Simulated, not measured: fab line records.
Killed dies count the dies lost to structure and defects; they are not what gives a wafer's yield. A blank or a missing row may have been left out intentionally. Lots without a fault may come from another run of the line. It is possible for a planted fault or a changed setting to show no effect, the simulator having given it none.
Matching of chambers | flow gf180mcu | GF_V5_CMP_04 on cmp-02: 4 sister chambers
The step polishes SiO2. 14 wafers are shown with their chamber, then 7 later ones without.

== WAFERS WITH THEIR CHAMBER ==
wafer  | chamber | motorCurrentA (A)
L217.3 | 0       | 12.8
L217.4 | 2       | 10.0
L217.6 | 3       | 11.9
L221.2 | 3       | 11.8
L221.5 | 1       | 12.1
L221.6 | 0       | 13.2
L224.4 | 2       | 10.1
L224.5 | 2       | 10.4
L224.6 | 1       | 12.2
L230.1 | 3       | 10.7
L230.2 | 1       | 12.0
L230.6 | 1       | 13.3
L235.3 | 0       | 13.0
L235.5 | 2       | 10.0

SIGNATURES, as means of the wafers listed above
reading       | chamber 0 | chamber 1 | chamber 2 | chamber 3 | scatter within a chamber
motorCurrentA | 13.000    | 12.400    | 10.125    | 11.467    | 0.466
Rule: a wafer lies at a distance from a chamber equal to the root of the sum of squares, over the readings, of (its reading less the chamber's mean, divided by the reading's scatter). The wafer belongs to the nearest chamber; if the next one is less than 2 further off, it can't be placed. How the scatter is found: for the shown wafers, subtract from each reading the mean of its chamber, square and add these, divide the total by (wafers less chambers), then take the root.

== WAFERS WITHOUT THEIR CHAMBER ==
wafer  | motorCurrentA (A)
L235.6 | 12.3
L237.3 | 10.5
L237.4 | 11.1
L237.6 | 10.9
L239.2 | 10.2
L239.3 | 12.4
L239.4 | 11.5

== WHICH CHAMBER EACH WENT THROUGH ==
wafer  | from the rows above          | in truth
L235.6 | can't be placed: 1 or 0 or 3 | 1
L237.3 | can't be placed: 2 or 3      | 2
L237.4 | can't be placed: 3 or 2      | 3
L237.6 | can't be placed: 3 or 2      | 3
L239.2 | 2                            | 2
L239.3 | can't be placed: 1 or 0      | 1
L239.4 | can't be placed: 3 or 1      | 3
Correct placement for 1 of the 7. From these rows, 6 cannot be placed; in 6 the true chamber is one of the candidates. 0 placed wrongly.
